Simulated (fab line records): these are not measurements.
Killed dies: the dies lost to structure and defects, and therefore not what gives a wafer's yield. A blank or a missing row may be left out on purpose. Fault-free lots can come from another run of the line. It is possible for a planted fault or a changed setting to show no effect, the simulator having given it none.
fab line records -- flow sky130
[record] lots = 11, wafers = 33, last-day = 50
route steps=708 shown VT_ADJUST_HVTR@141 VT_ADJUST_PCH@152 SONOS_ONO@177 PAD_OPEN@708
lots that met no fault: taken from a fault-free run of the same line
start-h: the number of hours between the record's first day and the start of the first shown wafer of the lot -- wait-h: hours elapsed since this lot's preceding step -- " repeats the value in the row above -- L1.1+2: several wafers, shown together as one row -- - no value, or no start given -- * or withheld: withheld -- < > ~ a bound
route shown NAME@n: NAME is a module with steps in the file, n the number in the route of the first one -- usual: mean/standard deviation of fault-free wafers -- same: alike in all rows -- chamber/n: place in a boat -- sites: the reading at each site -- _std_site: standard deviation of those values -- _edge_site: inner sites' mean taken away from outer sites' mean -- radius-mm: for every site, how far away it sits from the centre of the wafer -- mask NAME#n: copy n -- behind: the most recent tool/chamber to have shaped the wafer -- hold: cause of the lot's hold/its duration in hours/its outcome -- device: transistor that didn't switch, given as n, p or np -- end of line: the tests these same wafers got at the end of their route -- a step without rows: its recipe alone -- killed: the dies lost at the first sort to structure and to defects; this is not the yield of the wafer -- map: a wafer's dies, x killed, . not, _ none there
set.NAME: setting as actually run; set.NAME@STEP: the setting as run at that earlier step -- model.NAME: the simulator's own value behind a step, which no gauge read
a sample of lots followed through the steps of the route, with each step as a table and each wafer as a row
services: the hour from which a tool's chamber was out of use, counted from the record's first day as start-h (under 0 if before that day), plus the number of hours and why
[[steps]]
[step SKY_VT_ADJUST_HVTR_STRIP_10]
[recipe] chemistry = O2/N2, power-w = 1400, pressure-mtorr = 1500, platen-temp-c = withheld, o2-flow-sccm = 3000, n2-flow-sccm = 300, overash-fraction = 0.5
[usual] drypump-motor-current-A = 5.7/0.34, oes-product-au = 0.716/0.0045, strip-time-to-endpoint-s = 14.18/0.048
lot.wafer,tool,chamber,start-h,wait-h,drypump-motor-current-A,oes-product-au,rf-hours-counter-h,strip-time-to-endpoint-s
L479.1,plasma-asher-01,1,200.66,0.1,6.1,0.712,52,14.12
L479.2,plasma-asher-01,0,200.66,0.1,5.7,0.716,52,14.09
L479.5,plasma-asher-01,0,200.66,0.1,5.7,0.715,-,14.09
L484.2,plasma-asher-04,1,243.36,0.1,5.3,0.713,12,14.26
L484.4,plasma-asher-04,1,243.36,0.1,5.3,0.722,-,14.17
L484.5,plasma-asher-04,0,243.36,0.1,5.8,0.710,-,14.20
L486.1,plasma-asher-02,1,266.16,0.1,5.5,0.716,60,14.22
L486.3,plasma-asher-02,0,266.16,0.1,6.2,0.713,-,14.22
L486.6,plasma-asher-02,0,266.16,0.1,6.2,0.710,-,14.22
L487.1,plasma-asher-04,0,276.70,0.1,5.8,0.715,15,14.15
L487.4,plasma-asher-04,0,276.70,0.1,5.8,0.711,-,14.14
L487.5,plasma-asher-04,1,276.70,0.1,5.3,0.706,-,14.16
L488.3,plasma-asher-02,1,283.04,0.1,5.4,0.716,-,14.10
L488.4,plasma-asher-02,0,283.04,0.1,6.3,0.714,-,14.11
L488.6,plasma-asher-02,0,283.04,0.1,6.3,0.717,-,14.07
L489.3,plasma-asher-01,0,296.00,0.1,5.7,0.712,-,14.23
L489.4,plasma-asher-01,1,296.00,0.1,6.1,0.720,-,14.25
L489.6,plasma-asher-01,1,296.00,0.1,6.2,0.713,-,14.21
L491.1,plasma-asher-01,1,298.17,0.1,6.1,0.713,62,14.26
L491.2,plasma-asher-01,0,298.17,0.1,5.7,0.709,62,14.21
L491.6,plasma-asher-01,0,298.17,0.1,5.7,0.711,-,14.23
L492.1,plasma-asher-04,1,303.61,0.1,5.3,0.710,17,14.18
L492.2,plasma-asher-04,0,303.61,0.1,5.8,0.720,17,14.09
L492.6,plasma-asher-04,0,303.61,0.1,5.8,0.715,-,14.16
L497.1,plasma-asher-02,0,338.21,0.1,6.2,0.720,68,14.13
L497.2,plasma-asher-02,1,338.21,0.1,5.4,0.713,68,14.15
L497.5,plasma-asher-02,0,338.21,0.1,6.2,0.716,-,14.15
L500.2,plasma-asher-04,1,360.47,0.1,5.3,0.718,23,14.25
L500.3,plasma-asher-04,1,360.47,0.1,5.3,0.725,-,14.20
L500.6,plasma-asher-04,1,360.47,0.1,5.3,0.716,-,14.23
L502.2,plasma-asher-04,0,379.82,0.1,5.8,0.716,25,14.20
L502.3,plasma-asher-04,0,379.82,0.1,5.8,0.727,-,14.16
L502.5,plasma-asher-04,1,379.82,0.1,5.4,0.711,-,14.17
[step SKY_VT_ADJUST_PCH_STRIP_09]
[recipe] chemistry = O2/N2, power-w = 1400, pressure-mtorr = 1500, platen-temp-c = withheld, o2-flow-sccm = 3000, n2-flow-sccm = 300, overash-fraction = 0.5
[usual] drypump-motor-current-A = 5.6/0.4, oes-product-au = 0.723/0.0043, strip-time-to-endpoint-s = 36.98/0.13
lot.wafer,tool,chamber,start-h,wait-h,drypump-motor-current-A,oes-product-au,rf-hours-counter-h,strip-time-to-endpoint-s
L479.1,plasma-asher-04,0,223.02,0.1,5.8,0.723,10,36.94
L479.2,plasma-asher-04,1,223.02,0.1,5.3,0.720,10,37.12
L479.5,plasma-asher-04,1,223.02,0.1,5.3,0.720,-,37.00
L484.2,plasma-asher-03,1,268.01,0.1,5.8,0.723,42,36.99
L484.4,plasma-asher-03,0,268.01,0.1,5.0,0.721,-,36.97
L484.5,plasma-asher-03,0,268.01,0.1,5.0,0.722,-,36.96
L486.1,plasma-asher-02,1,291.45,0.1,5.4,0.727,63,36.87
L486.3,plasma-asher-02,1,291.45,0.1,5.4,0.724,-,36.89
L486.6,plasma-asher-02,0,291.45,0.1,6.3,0.711,-,36.83
L487.1,plasma-asher-03,0,302.62,0.1,4.9,0.731,46,36.95
L487.4,plasma-asher-03,1,302.62,0.1,5.9,0.717,-,36.98
L487.5,plasma-asher-03,1,302.62,0.1,5.9,0.724,-,36.97
L488.3,plasma-asher-02,1,308.13,0.1,5.4,0.722,-,37.24
L488.4,plasma-asher-02,0,308.13,0.1,6.2,0.719,-,37.24
L488.6,plasma-asher-02,0,308.13,0.1,6.2,0.722,-,37.20
L489.3,plasma-asher-02,0,322.16,0.1,6.2,0.723,-,37.05
L489.4,plasma-asher-02,1,322.16,0.1,5.5,0.718,-,37.13
L489.6,plasma-asher-02,1,322.16,0.1,5.4,0.722,-,36.96
L491.1,plasma-asher-04,1,324.85,0.1,5.3,0.723,19,37.01
L491.2,plasma-asher-04,0,324.85,0.1,5.8,0.713,19,37.11
L491.6,plasma-asher-04,1,324.85,0.1,5.3,0.717,-,37.17
L492.1,plasma-asher-03,1,330.80,0.1,5.8,0.717,49,36.86
L492.2,plasma-asher-03,0,330.80,0.1,5.0,0.728,49,36.70
L492.6,plasma-asher-03,0,330.80,0.1,5.0,0.731,-,36.74
L497.1,plasma-asher-04,1,366.10,0.1,5.3,0.725,24,36.98
L497.2,plasma-asher-04,0,366.10,0.1,5.8,0.726,24,37.01
L497.5,plasma-asher-04,0,366.10,0.1,5.8,0.734,-,37.06
L500.2,plasma-asher-04,1,388.95,0.1,5.3,0.719,26,36.97
L500.3,plasma-asher-04,1,388.95,0.1,5.3,0.719,-,37.02
L500.6,plasma-asher-04,1,388.95,0.1,5.3,0.723,-,37.09
L502.2,plasma-asher-02,0,408.65,0.1,6.2,0.727,75,37.13
L502.3,plasma-asher-02,0,408.65,0.1,6.2,0.728,-,37.14
L502.5,plasma-asher-02,0,408.65,0.1,6.2,0.717,-,37.03
[step SKY_VT_ADJUST_PCH_TW_MEAS_10]
[usual] VT_ADJUST_PCH_TW = 142.6/0.85
lot.wafer,tool,chamber,start-h,wait-h,VT_ADJUST_PCH_TW
L479.1,film-metro-01,-,223.12,0.1,141.1
L479.2,film-metro-01,-,223.12,0.1,141.8
L479.5,film-metro-01,-,223.12,0.1,141.2
L484.2,film-metro-01,-,268.12,0.1,142.3
L484.4,film-metro-01,-,268.12,0.1,142.6
L484.5,film-metro-01,-,268.12,0.1,143.2
L486.1,film-metro-01,-,291.55,0.1,143.0
L486.3,film-metro-01,-,291.55,0.1,143.2
L486.6,film-metro-01,-,291.55,0.1,144.1
L487.1,film-metro-04,-,302.72,0.1,142.6
L487.4,film-metro-04,-,302.72,0.1,142.5
L487.5,film-metro-04,-,302.72,0.1,141.9
L488.3,film-metro-02,-,308.22,0.1,140.8
L488.4,film-metro-02,-,308.22,0.1,141.1
L488.6,film-metro-02,-,308.22,0.1,141.0
L489.3,film-metro-01,-,322.24,0.1,143.3
L489.4,film-metro-01,-,322.24,0.1,143.9
L489.6,film-metro-01,-,322.24,0.1,143.8
L491.1,film-metro-04,-,324.95,0.1,141.2
L491.2,film-metro-04,-,324.95,0.1,142.5
L491.6,film-metro-04,-,324.95,0.1,142.8
L492.1,film-metro-01,-,330.90,0.1,143.5
L492.2,film-metro-01,-,330.90,0.1,143.2
L492.6,film-metro-01,-,330.90,0.1,144.2
L497.1,film-metro-01,-,366.20,0.1,142.7
L497.2,film-metro-01,-,366.20,0.1,143.1
L497.5,film-metro-01,-,366.20,0.1,142.9
L500.2,film-metro-01,-,389.06,0.1,143.3
L500.3,film-metro-01,-,389.06,0.1,143.7
L500.6,film-metro-01,-,389.06,0.1,143.4
L502.2,film-metro-01,-,408.76,0.1,143.3
L502.3,film-metro-01,-,408.76,0.1,142.5
L502.5,film-metro-01,-,408.76,0.1,143.1
[step SKY_SONOS_ONO_SOFTBAKE_09]
[recipe] temp-c = 90, time-s = 60, resist = NOVOLAK
[usual] exhaust-pa = 45.2/0.87, heater-power-total-W = 56.60/0.046, run-length-s = 89.24/0.14
lot.wafer,tool,chamber,start-h,wait-h,exhaust-pa,heater-power-total-W,run-length-s
L479.1,litho-track-02,0,265.05,0.1,46.3,56.60,89.16
L479.2,litho-track-02,0,265.05,0.1,46.1,56.59,89.18
L479.5,litho-track-02,0,265.05,0.1,47.2,56.58,89.30
L484.2,litho-track-01,0,308.91,0.1,45.6,56.58,89.03
L484.4,litho-track-01,0,308.91,0.1,45.7,56.60,89.11
L484.5,litho-track-01,0,308.91,0.1,44.4,56.58,89.36
L486.1,litho-track-02,0,335.75,0.1,46.4,56.59,89.31
L486.3,litho-track-02,0,335.75,0.1,46.4,56.56,89.32
L486.6,litho-track-02,0,335.75,0.1,46.0,56.63,89.26
L487.1,litho-track-02,0,351.00,0.1,46.5,56.62,89.15
L487.4,litho-track-02,0,351.00,0.1,45.9,56.59,89.37
L487.5,litho-track-02,0,351.00,0.1,46.0,56.59,89.38
L488.3,litho-track-01,0,355.34,0.1,44.3,56.68,89.03
L488.4,litho-track-01,0,355.34,0.1,43.5,56.61,89.16
L488.6,litho-track-01,0,355.34,0.1,44.0,56.64,89.16
L489.3,litho-track-01,0,370.09,0.1,46.0,70.86,59.41
L489.4,litho-track-01,0,370.09,0.1,44.4,56.55,89.03
L489.6,litho-track-01,0,370.09,0.1,45.6,56.61,89.14
L491.1,litho-track-02,0,373.75,0.1,44.8,56.51,89.32
L491.2,litho-track-02,0,373.75,0.1,45.5,56.59,89.46
L491.6,litho-track-02,0,373.75,0.1,46.0,56.56,89.19
L492.1,litho-track-01,0,382.14,0.1,45.9,56.60,89.41
L492.2,litho-track-01,0,382.14,0.1,45.4,70.75,59.58
L492.6,litho-track-01,0,382.14,0.1,44.9,56.66,89.05
L497.1,litho-track-02,0,416.50,0.1,45.3,56.58,89.22
L497.2,litho-track-02,0,416.50,0.1,44.9,56.65,89.32
L497.5,litho-track-02,0,416.50,0.1,44.6,56.59,89.19
L500.2,litho-track-04,0,437.69,0.1,45.2,56.62,89.09
L500.3,litho-track-04,0,437.69,0.1,45.5,56.59,89.23
L500.6,litho-track-04,0,437.69,0.1,47.0,56.60,89.15
L502.2,litho-track-02,0,457.53,0.1,45.9,56.52,89.30
L502.3,litho-track-02,0,457.53,0.1,46.4,56.58,89.29
L502.5,litho-track-02,0,457.53,0.1,45.0,56.56,89.40
[step SKY_SONOS_ONO_STRIP_17]
[recipe] chemistry = O2/N2, power-w = 1400, pressure-mtorr = 1500, platen-temp-c = withheld, o2-flow-sccm = 3000, n2-flow-sccm = 300, overash-fraction = 0.5
[usual] drypump-motor-current-A = 5.6/0.45, oes-product-au = 0.709/0.0041, strip-time-to-endpoint-s = 14.11/0.042
lot.wafer,tool,chamber,start-h,wait-h,drypump-motor-current-A,oes-product-au,rf-hours-counter-h,strip-time-to-endpoint-s
L479.1,plasma-asher-03,1,276.77,0.0,5.9,0.719,43,14.03
L479.2,plasma-asher-03,0,276.77,0.0,5.0,0.710,43,14.04
L479.5,plasma-asher-03,1,276.77,0.0,5.8,0.710,-,14.03
L484.2,plasma-asher-03,0,322.64,0.0,4.9,0.710,48,14.09
L484.4,plasma-asher-03,1,322.64,0.0,5.9,0.711,-,14.09
L484.5,plasma-asher-03,1,322.64,0.0,5.8,0.714,-,14.13
L486.1,plasma-asher-03,1,350.48,0.0,5.9,0.711,51,14.13
L486.3,plasma-asher-03,0,350.48,0.0,5.0,0.713,-,14.13
L486.6,plasma-asher-03,1,350.48,0.0,5.8,0.708,-,14.12
L487.1,plasma-asher-01,0,365.18,0.0,5.7,0.713,66,14.09
L487.4,plasma-asher-01,1,365.18,0.0,6.1,0.714,-,14.07
L487.5,plasma-asher-01,1,365.18,0.0,6.1,0.704,-,14.07
L488.3,plasma-asher-02,1,369.07,0.0,5.5,0.702,-,14.11
L488.4,plasma-asher-02,0,369.07,0.0,6.2,0.712,-,14.14
L488.6,plasma-asher-02,1,369.07,0.0,5.4,0.705,-,14.08
L489.3,plasma-asher-03,1,385.01,0.0,5.8,0.708,-,14.35
L489.4,plasma-asher-03,0,385.01,0.0,5.0,0.700,-,14.12
L489.6,plasma-asher-03,0,385.01,0.0,5.0,0.711,-,14.17
L491.1,plasma-asher-03,0,388.20,0.0,4.9,0.711,55,14.11
L491.2,plasma-asher-03,1,388.20,0.0,5.9,0.706,55,14.11
L491.6,plasma-asher-03,1,388.20,0.0,5.9,0.707,-,14.14
L492.1,plasma-asher-01,1,396.70,0.0,6.1,0.705,69,14.12
L492.2,plasma-asher-01,0,396.70,0.0,5.7,0.711,69,14.33
L492.6,plasma-asher-01,0,396.70,0.0,5.7,0.708,-,14.15
L497.1,plasma-asher-02,0,431.79,0.0,6.2,0.711,0,14.10
L497.2,plasma-asher-02,1,431.79,0.0,5.4,0.702,0,14.15
L497.5,plasma-asher-02,1,431.79,0.0,5.4,0.715,-,14.12
L500.2,plasma-asher-03,1,453.43,0.0,5.9,0.714,62,14.15
L500.3,plasma-asher-03,0,453.43,0.0,5.0,0.710,-,14.15
L500.6,plasma-asher-03,0,453.43,0.0,5.0,0.712,-,14.12
L502.2,plasma-asher-02,0,472.95,0.0,6.3,0.709,4,14.05
L502.3,plasma-asher-02,1,472.95,0.0,5.5,0.712,-,14.08
L502.5,plasma-asher-02,1,472.95,0.0,5.5,0.711,-,14.07
[step SKY_PAD_OPEN_PROBE_99]
[usual] killed_at_M0_to_M3 = 43/6.8, killed_at_M4_up = 3.2/1.8, killed-at-contacts = 24/6.2, killed-at-front-end = 15/4.7, killed-at-other = 0.4/0.63, killed-dies = 86/9.6, killed-open = 47/6.9, killed-short = 39/6.3
[same] gross-dies = 492, killed-at-back-side = 0
lot.wafer,tool,chamber,start-h,wait-h,killed_at_M0_to_M3,killed_at_M4_up,killed-at-contacts,killed-at-front-end,killed-at-other,killed-dies,killed-open,killed-short
L479.1,prober-01,-,1069.62,0.1,42,1,17,22,2,84,41,43
L479.2,prober-01,-,1069.67,0.1,41,3,21,12,0,77,42,35
L479.5,prober-01,-,1069.82,0.2,42,3,19,20,0,84,47,37
L486.1,prober-02,-,1120.63,0.1,39,5,34,13,0,91,41,50
L486.3,prober-02,-,1120.73,0.2,38,2,34,15,1,90,40,49
L486.6,prober-02,-,1120.88,0.2,46,7,21,19,1,94,45,48
L497.1,prober-01,-,1176.01,0.1,44,5,18,12,0,79,43,35
L497.2,prober-01,-,1176.06,0.1,53,7,24,11,0,95,55,39
L497.5,prober-01,-,1176.21,0.2,46,1,15,14,0,76,38,38
// killed by level:class
L479.1 VIA1:geometric-particle:open=11 METAL1:geometric-particle:short=9 FIELD_ISO:geometric-particle:short=7 LI_CONTACT:geometric-particle:open=6 VIA2:geometric-particle:open=6 CONTACT:geometric-particle:open=5 POLY_GATE:geometric-particle:open=4 VIA1:geometric-particle:short=4
L479.2 VIA2:geometric-particle:open=10 VIA3:geometric-particle:open=8 CONTACT:geometric-particle:short=7 LI_CONTACT:geometric-particle:open=6 CONTACT:geometric-particle:open=6 METAL1:geometric-particle:short=6 FIELD_ISO:geometric-particle:short=4 VIA1:geometric-particle:short=4
L479.5 VIA3:geometric-particle:open=10 VIA1:geometric-particle:open=8 FIELD_ISO:geometric-particle:short=7 CONTACT:geometric-particle:open=7 VIA2:geometric-particle:open=7 POLY_GATE:geometric-particle:open=6 LI_CONTACT:geometric-particle:short=5 POLY_GATE:geometric-particle:short=4
L486.1 CONTACT:geometric-particle:open=10 CONTACT:geometric-particle:short=7 LI_CONTACT:geometric-particle:open=7 LOCAL_INTERCONNECT:geometric-particle:short=7 METAL2:geometric-particle:short=7 VIA1:geometric-particle:short=7 VIA1:geometric-particle:open=7 FIELD_ISO:geometric-particle:short=4
L486.3 CONTACT:geometric-particle:short=9 CONTACT:geometric-particle:open=9 LOCAL_INTERCONNECT:geometric-particle:short=8 LI_CONTACT:geometric-particle:open=7 VIA2:geometric-particle:open=6 FIELD_ISO:geometric-particle:short=5 METAL2:geometric-particle:short=5 VIA2:geometric-particle:short=5
L486.6 VIA1:geometric-particle:open=10 VIA1:geometric-particle:short=9 LI_CONTACT:geometric-particle:open=8 CONTACT:geometric-particle:open=8 METAL4:geometric-particle:short=7 VIA3:geometric-particle:open=6 FIELD_ISO:geometric-particle:short=5 FIELD_ISO:geometric-particle:open=5
L497.1 VIA1:geometric-particle:open=9 VIA3:geometric-particle:open=8 METAL2:geometric-particle:short=8 CONTACT:geometric-particle:open=7 FIELD_ISO:geometric-particle:open=5 METAL1:geometric-particle:short=5 VIA1:geometric-particle:short=5 POLY_GATE:geometric-particle:open=4
L497.2 CONTACT:geometric-particle:open=16 VIA1:geometric-particle:open=15 VIA2:geometric-particle:open=8 VIA1:geometric-particle:short=7 POLY_GATE:geometric-particle:short=5 METAL4:geometric-particle:short=5 VIA3:geometric-particle:open=5 METAL2:geometric-particle:short=4
L497.5 METAL2:geometric-particle:short=9 VIA1:geometric-particle:open=8 METAL1:geometric-particle:short=7 CONTACT:geometric-particle:open=6 VIA2:geometric-particle:open=6 POLY_GATE:geometric-particle:short=4 LI_CONTACT:geometric-particle:open=4 LOCAL_INTERCONNECT:geometric-particle:short=4
[[services]]
tool,chamber,start-h,hours,kind
plasma-asher-03,-,398.54,1.7,repair
plasma-asher-01,-,411.08,1.6,repair
plasma-asher-02,-,421.25,9.0,pm
plasma-asher-02,0,421.25,9.0,vent-cycle
plasma-asher-02,1,421.25,9.0,vent-cycle
plasma-asher-02,0,430.25,-,clean
plasma-asher-02,1,430.25,-,clean
plasma-asher-04,-,431.73,14.6,pm
plasma-asher-02,-,445.92,0.6,repair
plasma-asher-02,-,447.96,2.8,pm
[[key]]
[first-sign] step = SKY_SONOS_ONO_SOFTBAKE_09, reading = heater-power-total-W, direction = up, sigmas = 99+, usual = *, struck = *
[effect] step = SKY_SONOS_ONO_SOFTBAKE_09, reading = run-length-s, direction = down, sigmas = 99+, usual = *, struck = *
[effect] step = SKY_SONOS_ONO_STRIP_17, reading = strip-time-to-endpoint-s, direction = up, sigmas = 5.7, usual = *, struck = *
met-at SKY_SONOS_ONO_SOFTBAKE_09
struck-lots L489,L492
struck-wafers L489.3,L492.2
tester-left-out L489,L492
not-acting-at SKY_VT_ADJUST_HVTR_STRIP_10,SKY_VT_ADJUST_PCH_STRIP_09,SKY_VT_ADJUST_PCH_TW_MEAS_10
onset-between 355.34 370.09
[fault] kind = process-parameter-drift, tool = litho-track-01, chamber = -, onset-h = 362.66, steps = SKY_SONOS_ONO_SOFTBAKE_09, channel = time-s, offset = *, shape = step, end-h = 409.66, scope = struck-wafers-only, acts-in = *, stated = *
// tester-left-out: of these lots the tester's yield and bins aren't shown, on N5 and GAA mostly nor the transistor test; their killed dies are dies lost to structure and defects alone, not to doping, threshold or leakage, so they don't give the yield
